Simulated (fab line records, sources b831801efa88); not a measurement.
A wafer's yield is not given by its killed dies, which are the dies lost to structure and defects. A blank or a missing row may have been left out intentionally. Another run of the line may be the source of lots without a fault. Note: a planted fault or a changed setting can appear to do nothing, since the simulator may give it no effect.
The tool behind it: which one? :: flow gf180mcu :: 42 wafers from 14 lots sampled at 6 of the route's 602 steps

## WHAT THE GAUGES READ, wafer by wafer
GF_LVPWELL_TW_MEAS_11.
lot: L694
measured: day 3 21:31
on: film-metro-01
LVPWELL_TW: 559.6 557.1 559.1

lot: L696
measured: day 4 10:25
on: film-metro-03
LVPWELL_TW: 558.2 557.0 560.3

lot: L699
measured: day 5 03:55
on: film-metro-01
LVPWELL_TW: 561.0 560.5 560.7

lot: L700
measured: day 5 10:52
on: film-metro-01
LVPWELL_TW: 558.4 561.7 560.3

lot: L701
measured: day 5 16:43
on: film-metro-02
LVPWELL_TW: 556.3 555.0 556.2

lot: L702
measured: day 5 21:35
on: film-metro-03
LVPWELL_TW: 556.2 554.7 552.5

lot: L704
measured: day 6 08:39
on: film-metro-02
LVPWELL_TW: 555.7 554.6 557.1

lot: L705
measured: day 6 12:58
on: film-metro-02
LVPWELL_TW: 554.3 555.1 553.9

lot: L708
measured: day 7 06:10
on: film-metro-01
LVPWELL_TW: 556.2 556.9 555.3

lot: L713
measured: day 8 08:25
on: film-metro-02
LVPWELL_TW: 29.8 29.7 29.4

lot: L714
measured: day 8 15:07
on: film-metro-03
LVPWELL_TW: 29.8 29.8 29.8

lot: L715
measured: day 8 20:35
on: film-metro-03
LVPWELL_TW: 554.7 558.5 556.3

lot: L716
measured: day 9 00:34
on: film-metro-01
LVPWELL_TW: 561.7 561.2 561.5

lot: L717
measured: day 9 08:43
on: film-metro-02
LVPWELL_TW: 556.4 561.7 556.2

GF_POLY_GATE_CD_MEAS_10: target cd 280 nm.
lot: L694
measured: day 9 07:47
on: cd-sem-01
cd-nm (nm): 278.1 279.1 278.5

lot: L696
measured: day 9 23:34
on: cd-sem-01
cd-nm (nm): 280.9 279.8 281.9

lot: L699
measured: day 11 01:10
on: cd-sem-01
cd-nm (nm): 279.2 277.9 279.4

lot: L700
measured: day 11 11:19
on: cd-sem-01
cd-nm (nm): 280.0 279.1 278.9

lot: L701
measured: day 12 01:52
on: cd-sem-01
cd-nm (nm): 280.3 280.0 280.5

lot: L702
measured: day 12 01:46
on: cd-sem-02
cd-nm (nm): 280.2 280.2 280.0

lot: L704
measured: day 12 13:01
on: cd-sem-01
cd-nm (nm): 279.6 278.3 281.1

lot: L705
measured: day 12 15:10
on: cd-sem-02
cd-nm (nm): 279.5 279.8 278.3

lot: L708
measured: day 13 12:25
on: cd-sem-02
cd-nm (nm): 281.3 280.4 282.2

lot: L713
measured: day 15 05:40
on: cd-sem-01
cd-nm (nm): 281.4 280.7 283.3

lot: L714
measured: day 15 05:37
on: cd-sem-02
cd-nm (nm): 281.4 278.8 279.8

lot: L715
measured: day 15 11:15
on: cd-sem-01
cd-nm (nm): 278.3 279.3 280.2

lot: L716
measured: day 16 00:07
on: cd-sem-01
cd-nm (nm): 281.0 280.3 279.9

lot: L717
measured: day 16 07:56
on: cd-sem-01
cd-nm (nm): 278.7 278.6 278.5

## EACH LOT AND THE TOOL THAT RAN IT (in order: tool; ch and the chambers of the sampled wafers; start)
lot: L694
GF_NWELL_STRIP_10: plasma-asher-04 ch 0,1, day 3 07:28
GF_LVPWELL_STRIP_10: plasma-asher-04 ch 0,1, day 3 21:25
GF_MVPSD_STRIP_10: plasma-asher-03 ch 0,1, day 5 01:25
GF_VT_IMPLANT_STRIP_42: plasma-asher-02 ch 1, day 7 16:02

lot: L696
GF_NWELL_STRIP_10: plasma-asher-02 ch 0,1, day 3 20:49
GF_LVPWELL_STRIP_10: plasma-asher-04 ch 1, day 4 10:19
GF_MVPSD_STRIP_10: plasma-asher-02 ch 0,1, day 5 16:25
GF_VT_IMPLANT_STRIP_42: plasma-asher-04 ch 0,1, day 8 07:28

lot: L699
GF_NWELL_STRIP_10: plasma-asher-03 ch 0,1, day 4 13:23
GF_LVPWELL_STRIP_10: plasma-asher-02 ch 0,1, day 5 03:49
GF_MVPSD_STRIP_10: plasma-asher-03 ch 0,1, day 6 09:34
GF_VT_IMPLANT_STRIP_42: plasma-asher-02 ch 0,1, day 9 03:35

lot: L700
GF_NWELL_STRIP_10: plasma-asher-02 ch 0,1, day 4 20:04
GF_LVPWELL_STRIP_10: plasma-asher-04 ch 0,1, day 5 10:46
GF_MVPSD_STRIP_10: plasma-asher-01 ch 0,1, day 6 16:52
GF_VT_IMPLANT_STRIP_42: plasma-asher-04 ch 0,1, day 9 12:22

lot: L701
GF_NWELL_STRIP_10: plasma-asher-02 ch 0,1, day 5 01:37
GF_LVPWELL_STRIP_10: plasma-asher-02 ch 0,1, day 5 16:37
GF_MVPSD_STRIP_10: plasma-asher-01 ch 0,1, day 7 00:07
GF_VT_IMPLANT_STRIP_42: plasma-asher-02 ch 0,1, day 10 00:22

lot: L702
GF_NWELL_STRIP_10: plasma-asher-03 ch 0,1, day 5 06:25
GF_LVPWELL_STRIP_10: plasma-asher-02 ch 0,1, day 5 21:29
GF_MVPSD_STRIP_10: plasma-asher-03 ch 0,1, day 7 04:43
GF_VT_IMPLANT_STRIP_42: plasma-asher-04 ch 0,1, day 10 00:40

lot: L704
GF_NWELL_STRIP_10: plasma-asher-04 ch 0,1, day 5 16:55
GF_LVPWELL_STRIP_10: plasma-asher-04 ch 1, day 6 08:32
GF_MVPSD_STRIP_10: plasma-asher-02 ch 1, day 7 16:40
GF_VT_IMPLANT_STRIP_42: plasma-asher-02 ch 0,1, day 10 17:13

lot: L705
GF_NWELL_STRIP_10: plasma-asher-04 ch 0,1, day 5 21:53
GF_LVPWELL_STRIP_10: plasma-asher-04 ch 0,1, day 6 12:53
GF_MVPSD_STRIP_10: plasma-asher-02 ch 0,1, day 7 21:11
GF_VT_IMPLANT_STRIP_42: plasma-asher-03 ch 0,1, day 10 18:01

lot: L708
GF_NWELL_STRIP_10: plasma-asher-03 ch 0,1, day 6 14:16
GF_LVPWELL_STRIP_10: plasma-asher-04 ch 0,1, day 7 06:04
GF_MVPSD_STRIP_10: plasma-asher-02 ch 0,1, day 8 15:52
GF_VT_IMPLANT_STRIP_42: plasma-asher-02 ch 0,1, day 11 14:53

lot: L713
GF_NWELL_STRIP_10: plasma-asher-02 ch 0,1, day 7 15:35
GF_LVPWELL_STRIP_10: plasma-asher-04 ch 0,1, day 8 08:19
GF_MVPSD_STRIP_10: plasma-asher-03 ch 0,1, day 10 00:16
GF_VT_IMPLANT_STRIP_42: plasma-asher-03 ch 0,1, day 13 04:22

lot: L714
GF_NWELL_STRIP_10: plasma-asher-04 ch 0,1, day 7 21:32
GF_LVPWELL_STRIP_10: plasma-asher-04 ch 0,1, day 8 15:01
GF_MVPSD_STRIP_10: plasma-asher-01 ch 0,1, day 10 02:04
GF_VT_IMPLANT_STRIP_42: plasma-asher-02 ch 0,1, day 13 05:16

lot: L715
GF_NWELL_STRIP_10: plasma-asher-02 ch 0,1, day 8 03:34
GF_LVPWELL_STRIP_10: plasma-asher-01 ch 0,1, day 8 20:29
GF_MVPSD_STRIP_10: plasma-asher-01 ch 0,1, day 10 06:10
GF_VT_IMPLANT_STRIP_42: plasma-asher-04 ch 0,1, day 13 10:07

lot: L716
GF_NWELL_STRIP_10: plasma-asher-03 ch 0,1, day 8 07:19
GF_LVPWELL_STRIP_10: plasma-asher-04 ch 0,1, day 9 00:28
GF_MVPSD_STRIP_10: plasma-asher-03 ch 0,1, day 10 12:10
GF_VT_IMPLANT_STRIP_42: plasma-asher-02 ch 0,1, day 13 17:58

lot: L717
GF_NWELL_STRIP_10: plasma-asher-02 ch 0,1, day 8 15:10
GF_LVPWELL_STRIP_10: plasma-asher-02 ch 0,1, day 9 08:37
GF_MVPSD_STRIP_10: plasma-asher-03 ch 1, day 10 20:19
GF_VT_IMPLANT_STRIP_42: plasma-asher-04 ch 0,1, day 14 03:13
- GF_NWELL_STRIP_10: strips in O2/N2.
- GF_LVPWELL_STRIP_10: strips in O2/N2.
- GF_MVPSD_STRIP_10: strips in O2/N2.
- GF_VT_IMPLANT_STRIP_42: strips in O2/N2.

## AS READ BY THE TOOLS THEMSELVES (means over the sampled wafers that have a number; for cases with no such wafer, the mark the record gives instead)
GF_NWELL_STRIP_10.
lot: L694
tool: plasma-asher-04
chamber-pressure-mTorr (mTorr): 1500.1
drypump-motor-current-A (A): 5.9
heater-power-w (W): 350
oes-product-au (a.u.): 0.724
strip-time-to-endpoint-s (s): 37.02

lot: L696
tool: plasma-asher-02
chamber-pressure-mTorr (mTorr): 1500.2
drypump-motor-current-A (A): 6.0
heater-power-w (W): 299
oes-product-au (a.u.): 0.719
strip-time-to-endpoint-s (s): 36.95

lot: L699
tool: plasma-asher-03
chamber-pressure-mTorr (mTorr): 1498.8
drypump-motor-current-A (A): 6.3
heater-power-w (W): 323
oes-product-au (a.u.): 0.719
strip-time-to-endpoint-s (s): 37.22

lot: L700
tool: plasma-asher-02
chamber-pressure-mTorr (mTorr): 1500.1
drypump-motor-current-A (A): 6.2
heater-power-w (W): 292
oes-product-au (a.u.): 0.720
strip-time-to-endpoint-s (s): 37.02

lot: L701
tool: plasma-asher-02
chamber-pressure-mTorr (mTorr): 1500.6
drypump-motor-current-A (A): 6.0
heater-power-w (W): 297
oes-product-au (a.u.): 0.724
strip-time-to-endpoint-s (s): 36.93

lot: L702
tool: plasma-asher-03
chamber-pressure-mTorr (mTorr): 1498.6
drypump-motor-current-A (A): 6.0
heater-power-w (W): 344
oes-product-au (a.u.): 0.721
strip-time-to-endpoint-s (s): 37.03

lot: L704
tool: plasma-asher-04
chamber-pressure-mTorr (mTorr): 1499.7
drypump-motor-current-A (A): 6.1
heater-power-w (W): 335
oes-product-au (a.u.): 0.721
strip-time-to-endpoint-s (s): 37.07

lot: L705
tool: plasma-asher-04
chamber-pressure-mTorr (mTorr): 1499.4
drypump-motor-current-A (A): 5.9
heater-power-w (W): 350
oes-product-au (a.u.): 0.719
strip-time-to-endpoint-s (s): 37.01

lot: L708
tool: plasma-asher-03
chamber-pressure-mTorr (mTorr): 1499.4
drypump-motor-current-A (A): 6.0
heater-power-w (W): 342
oes-product-au (a.u.): 0.725
strip-time-to-endpoint-s (s): 37.00

lot: L713
tool: plasma-asher-02
chamber-pressure-mTorr (mTorr): -
drypump-motor-current-A (A): -
heater-power-w (W): -
oes-product-au (a.u.): -
strip-time-to-endpoint-s (s): -

lot: L714
tool: plasma-asher-04
chamber-pressure-mTorr (mTorr): -
drypump-motor-current-A (A): -
heater-power-w (W): -
oes-product-au (a.u.): -
strip-time-to-endpoint-s (s): -

lot: L715
tool: plasma-asher-02
chamber-pressure-mTorr (mTorr): 1500.2
drypump-motor-current-A (A): 6.0
heater-power-w (W): 301
oes-product-au (a.u.): 0.724
strip-time-to-endpoint-s (s): 37.03

lot: L716
tool: plasma-asher-03
chamber-pressure-mTorr (mTorr): 1498.6
drypump-motor-current-A (A): 6.0
heater-power-w (W): 346
oes-product-au (a.u.): 0.725
strip-time-to-endpoint-s (s): 37.11

lot: L717
tool: plasma-asher-02
chamber-pressure-mTorr (mTorr): 1500.0
drypump-motor-current-A (A): 6.3
heater-power-w (W): 287
oes-product-au (a.u.): 0.717
strip-time-to-endpoint-s (s): 37.03

GF_LVPWELL_STRIP_10.
lot: L694
tool: plasma-asher-04
chamber-pressure-mTorr (mTorr): 1499.5
drypump-motor-current-A (A): 6.1
heater-power-w (W): 337
oes-product-au (a.u.): 0.725
strip-time-to-endpoint-s (s): 36.96

lot: L696
tool: plasma-asher-04
chamber-pressure-mTorr (mTorr): 1499.7
drypump-motor-current-A (A): 6.3
heater-power-w (W): 331
oes-product-au (a.u.): 0.723
strip-time-to-endpoint-s (s): 37.13

lot: L699
tool: plasma-asher-02
chamber-pressure-mTorr (mTorr): 1499.0
drypump-motor-current-A (A): 6.0
heater-power-w (W): 299
oes-product-au (a.u.): 0.721
strip-time-to-endpoint-s (s): 37.02

lot: L700
tool: plasma-asher-04
chamber-pressure-mTorr (mTorr): 1500.6
drypump-motor-current-A (A): 5.9
heater-power-w (W): 347
oes-product-au (a.u.): 0.726
strip-time-to-endpoint-s (s): 37.03

lot: L701
tool: plasma-asher-02
chamber-pressure-mTorr (mTorr): 1499.7
drypump-motor-current-A (A): 6.0
heater-power-w (W): 300
oes-product-au (a.u.): 0.726
strip-time-to-endpoint-s (s): 37.00

lot: L702
tool: plasma-asher-02
chamber-pressure-mTorr (mTorr): 1499.2
drypump-motor-current-A (A): 6.0
heater-power-w (W): 298
oes-product-au (a.u.): 0.723
strip-time-to-endpoint-s (s): 37.00

lot: L704
tool: plasma-asher-04
chamber-pressure-mTorr (mTorr): 1500.4
drypump-motor-current-A (A): 6.3
heater-power-w (W): 329
oes-product-au (a.u.): 0.717
strip-time-to-endpoint-s (s): 37.02

lot: L705
tool: plasma-asher-04
chamber-pressure-mTorr (mTorr): 1500.8
drypump-motor-current-A (A): 6.1
heater-power-w (W): 338
oes-product-au (a.u.): 0.724
strip-time-to-endpoint-s (s): 36.90

lot: L708
tool: plasma-asher-04
chamber-pressure-mTorr (mTorr): 1500.2
drypump-motor-current-A (A): 6.1
heater-power-w (W): 341
oes-product-au (a.u.): 0.728
strip-time-to-endpoint-s (s): 36.97

lot: L713
tool: plasma-asher-04
chamber-pressure-mTorr (mTorr): 1500.1
drypump-motor-current-A (A): 5.9
heater-power-w (W): 350
oes-product-au (a.u.): 0.738
strip-time-to-endpoint-s (s): 81.43

lot: L714
tool: plasma-asher-04
chamber-pressure-mTorr (mTorr): 1501.9
drypump-motor-current-A (A): 6.1
heater-power-w (W): 335
oes-product-au (a.u.): 0.741
strip-time-to-endpoint-s (s): 81.40

lot: L715
tool: plasma-asher-01
chamber-pressure-mTorr (mTorr): 1499.9
drypump-motor-current-A (A): 5.7
heater-power-w (W): 345
oes-product-au (a.u.): 0.714
strip-time-to-endpoint-s (s): 36.99

lot: L716
tool: plasma-asher-04
chamber-pressure-mTorr (mTorr): 1499.5
drypump-motor-current-A (A): 5.9
heater-power-w (W): 350
oes-product-au (a.u.): 0.720
strip-time-to-endpoint-s (s): 36.97

lot: L717
tool: plasma-asher-02
chamber-pressure-mTorr (mTorr): 1500.9
drypump-motor-current-A (A): 6.0
heater-power-w (W): 296
oes-product-au (a.u.): 0.721
strip-time-to-endpoint-s (s): 36.81

GF_MVPSD_STRIP_10.
lot: L694
tool: plasma-asher-03
chamber-pressure-mTorr (mTorr): 1500.3
drypump-motor-current-A (A): 6.3
heater-power-w (W): 325
oes-product-au (a.u.): 0.719
strip-time-to-endpoint-s (s): 36.81

lot: L696
tool: plasma-asher-02
chamber-pressure-mTorr (mTorr): 1498.9
drypump-motor-current-A (A): 6.3
heater-power-w (W): 289
oes-product-au (a.u.): 0.721
strip-time-to-endpoint-s (s): 36.94

lot: L699
tool: plasma-asher-03
chamber-pressure-mTorr (mTorr): 1500.9
drypump-motor-current-A (A): 6.3
heater-power-w (W): 329
oes-product-au (a.u.): 0.720
strip-time-to-endpoint-s (s): 36.92

lot: L700
tool: plasma-asher-01
chamber-pressure-mTorr (mTorr): 1500.1
drypump-motor-current-A (A): 5.7
heater-power-w (W): 337
oes-product-au (a.u.): 0.724
strip-time-to-endpoint-s (s): 37.03

lot: L701
tool: plasma-asher-01
chamber-pressure-mTorr (mTorr): 1499.6
drypump-motor-current-A (A): 5.7
heater-power-w (W): 345
oes-product-au (a.u.): 0.724
strip-time-to-endpoint-s (s): 36.89

lot: L702
tool: plasma-asher-03
chamber-pressure-mTorr (mTorr): 1500.1
drypump-motor-current-A (A): 6.3
heater-power-w (W): 329
oes-product-au (a.u.): 0.722
strip-time-to-endpoint-s (s): 36.88

lot: L704
tool: plasma-asher-02
chamber-pressure-mTorr (mTorr): 1500.0
drypump-motor-current-A (A): 6.5
heater-power-w (W): 282
oes-product-au (a.u.): 0.727
strip-time-to-endpoint-s (s): 36.89

lot: L705
tool: plasma-asher-02
chamber-pressure-mTorr (mTorr): 1499.8
drypump-motor-current-A (A): 6.0
heater-power-w (W): 296
oes-product-au (a.u.): 0.723
strip-time-to-endpoint-s (s): 36.99

lot: L708
tool: plasma-asher-02
chamber-pressure-mTorr (mTorr): 1500.3
drypump-motor-current-A (A): 6.0
heater-power-w (W): 297
oes-product-au (a.u.): 0.716
strip-time-to-endpoint-s (s): 36.91

lot: L713
tool: plasma-asher-03
chamber-pressure-mTorr (mTorr): 1500.6
drypump-motor-current-A (A): 6.0
heater-power-w (W): 344
oes-product-au (a.u.): 0.724
strip-time-to-endpoint-s (s): 36.89

lot: L714
tool: plasma-asher-01
chamber-pressure-mTorr (mTorr): 1500.6
drypump-motor-current-A (A): 5.7
heater-power-w (W): 343
oes-product-au (a.u.): 0.727
strip-time-to-endpoint-s (s): 36.85

lot: L715
tool: plasma-asher-01
chamber-pressure-mTorr (mTorr): 1500.5
drypump-motor-current-A (A): 5.7
heater-power-w (W): 347
oes-product-au (a.u.): 0.719
strip-time-to-endpoint-s (s): 37.17

lot: L716
tool: plasma-asher-03
chamber-pressure-mTorr (mTorr): 1501.1
drypump-motor-current-A (A): 6.0
heater-power-w (W): 342
oes-product-au (a.u.): 0.725
strip-time-to-endpoint-s (s): 37.06

lot: L717
tool: plasma-asher-03
chamber-pressure-mTorr (mTorr): 1498.6
drypump-motor-current-A (A): 5.7
heater-power-w (W): 368
oes-product-au (a.u.): 0.724
strip-time-to-endpoint-s (s): 37.20

GF_VT_IMPLANT_STRIP_42.
lot: L694
tool: plasma-asher-02
chamber-pressure-mTorr (mTorr): 1499.1
drypump-motor-current-A (A): 6.4
heater-power-w (W): 289
oes-product-au (a.u.): 0.712
strip-time-to-endpoint-s (s): 12.61

lot: L696
tool: plasma-asher-04
chamber-pressure-mTorr (mTorr): 1499.7
drypump-motor-current-A (A): 6.1
heater-power-w (W): 343
oes-product-au (a.u.): 0.715
strip-time-to-endpoint-s (s): 12.62

lot: L699
tool: plasma-asher-02
chamber-pressure-mTorr (mTorr): 1499.1
drypump-motor-current-A (A): 6.3
heater-power-w (W): 290
oes-product-au (a.u.): 0.714
strip-time-to-endpoint-s (s): 12.63

lot: L700
tool: plasma-asher-04
chamber-pressure-mTorr (mTorr): 1500.4
drypump-motor-current-A (A): 5.9
heater-power-w (W): 352
oes-product-au (a.u.): 0.719
strip-time-to-endpoint-s (s): 12.62

lot: L701
tool: plasma-asher-02
chamber-pressure-mTorr (mTorr): 1499.8
drypump-motor-current-A (A): 6.3
heater-power-w (W): 293
oes-product-au (a.u.): 0.714
strip-time-to-endpoint-s (s): 12.58

lot: L702
tool: plasma-asher-04
chamber-pressure-mTorr (mTorr): 1499.8
drypump-motor-current-A (A): 5.9
heater-power-w (W): 349
oes-product-au (a.u.): 0.714
strip-time-to-endpoint-s (s): 12.59

lot: L704
tool: plasma-asher-02
chamber-pressure-mTorr (mTorr): 1500.5
drypump-motor-current-A (A): 6.3
heater-power-w (W): 287
oes-product-au (a.u.): 0.716
strip-time-to-endpoint-s (s): 12.69

lot: L705
tool: plasma-asher-03
chamber-pressure-mTorr (mTorr): 1500.6
drypump-motor-current-A (A): 6.0
heater-power-w (W): 349
oes-product-au (a.u.): 0.718
strip-time-to-endpoint-s (s): 12.55

lot: L708
tool: plasma-asher-02
chamber-pressure-mTorr (mTorr): 1500.2
drypump-motor-current-A (A): 6.0
heater-power-w (W): 295
oes-product-au (a.u.): 0.715
strip-time-to-endpoint-s (s): 12.62

lot: L713
tool: plasma-asher-03
chamber-pressure-mTorr (mTorr): 1500.7
drypump-motor-current-A (A): 6.3
heater-power-w (W): 326
oes-product-au (a.u.): 0.716
strip-time-to-endpoint-s (s): 12.56

lot: L714
tool: plasma-asher-02
chamber-pressure-mTorr (mTorr): 1499.2
drypump-motor-current-A (A): 6.0
heater-power-w (W): 295
oes-product-au (a.u.): 0.719
strip-time-to-endpoint-s (s): 12.60

lot: L715
tool: plasma-asher-04
chamber-pressure-mTorr (mTorr): 1498.8
drypump-motor-current-A (A): 6.1
heater-power-w (W): 339
oes-product-au (a.u.): 0.717
strip-time-to-endpoint-s (s): 12.64

lot: L716
tool: plasma-asher-02
chamber-pressure-mTorr (mTorr): 1499.2
drypump-motor-current-A (A): 6.2
heater-power-w (W): 290
oes-product-au (a.u.): 0.719
strip-time-to-endpoint-s (s): 12.65

lot: L717
tool: plasma-asher-04
chamber-pressure-mTorr (mTorr): 1500.0
drypump-motor-current-A (A): 5.9
heater-power-w (W): 347
oes-product-au (a.u.): 0.718
strip-time-to-endpoint-s (s): 12.59

## THE ANSWER, worked out from the rows above alone
Rule: usual is defined by the lots themselves. Put in order of their means at a reading, lots are off if they are a third of the lots or fewer, leave a main group of 4 or more, and stand apart from it by a gap of 3 or more times the standard deviation of the main group's means; of several such gaps the widest counts. Not used: any main group whose means are identical at the precision the tables above print for the reading. Also off: a lot with no number at a reading for which 4 or more lots have one. Where the step has rows for the other lots, those lots are counted as sound. First the gauges in route order, then the tools' own readings, where a lot's mean is used as printed above. At the first step where some lot is off, the reading lying furthest off is the one used; lots without a number count as furthest.
Off: L713, L714, at GF_LVPWELL_TW_MEAS_11 (LVPWELL_TW). Mean 557.6 and standard deviation 2.3 in the main group.
If a tool, at a process step before that reading, ran all the lots that are off and no sound lot after the first of them, it fits. Not tried: the gauges at GF_LVPWELL_TW_MEAS_11; whatever is off there is also off at GF_NWELL_STRIP_10, on other tools, and gauge error can't account for it. No candidate that was tried fits.

## WHAT THE SIMULATOR PUT IN
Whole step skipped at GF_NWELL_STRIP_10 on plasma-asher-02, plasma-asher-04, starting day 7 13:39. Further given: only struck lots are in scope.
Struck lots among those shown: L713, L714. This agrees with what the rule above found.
